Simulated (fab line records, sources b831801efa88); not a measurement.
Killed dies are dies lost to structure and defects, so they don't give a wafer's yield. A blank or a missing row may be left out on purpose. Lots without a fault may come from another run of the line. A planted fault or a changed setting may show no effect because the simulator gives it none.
Which tool did it? | flow sky130 | 7 lots, 21 wafers sampled, at 1 step of a route of 708

WHAT THE GAUGES READ, wafer by wafer
SKY_CAP2M_THK_MEAS_01.
lot  | measured     | on            | CAP2M_CVD_00_THK (nm)
L569 | day 39 20:53 | film_metro-04 | 15.1 14.9 15.1
L572 | day 41 12:28 | film_metro-04 | 15.7 15.5 15.7
L574 | day 42 19:32 | film_metro-03 | 15.5 16.0 15.7
L576 | day 42 20:25 | film_metro-03 | 15.2 16.0 15.7
L580 | day 43 08:53 | film_metro-01 | 15.7 15.2 15.8
L582 | day 43 20:52 | film_metro-01 | 16.1 15.8 15.6
L588 | day 45 08:55 | film_metro-03 | 15.1 15.4 15.6

WHICH TOOL RAN EACH LOT (tool, then ch and the chambers of the sampled wafers, then the start)
The record holds no process step before these readings.

THE ANSWER, worked out from the rows above alone
Rule: what is usual is taken from the lots themselves. Put in order of their means at a reading, lots are off if they are a third of the lots or fewer, leave a main group of 4 or more, and stand apart from it by a gap of 3 or more times the standard deviation of the main group's means; of several such gaps the widest counts. A main group whose means are all the same, to the digits that the tables above print for the reading, isn't used. A lot without any number at a reading at which 4 lots or more have one is off too. The other lots that the step has rows for count as sound.
No lot is off at any reading shown: from this, nothing can be told.

WHAT THE SIMULATOR HAD PUT IN
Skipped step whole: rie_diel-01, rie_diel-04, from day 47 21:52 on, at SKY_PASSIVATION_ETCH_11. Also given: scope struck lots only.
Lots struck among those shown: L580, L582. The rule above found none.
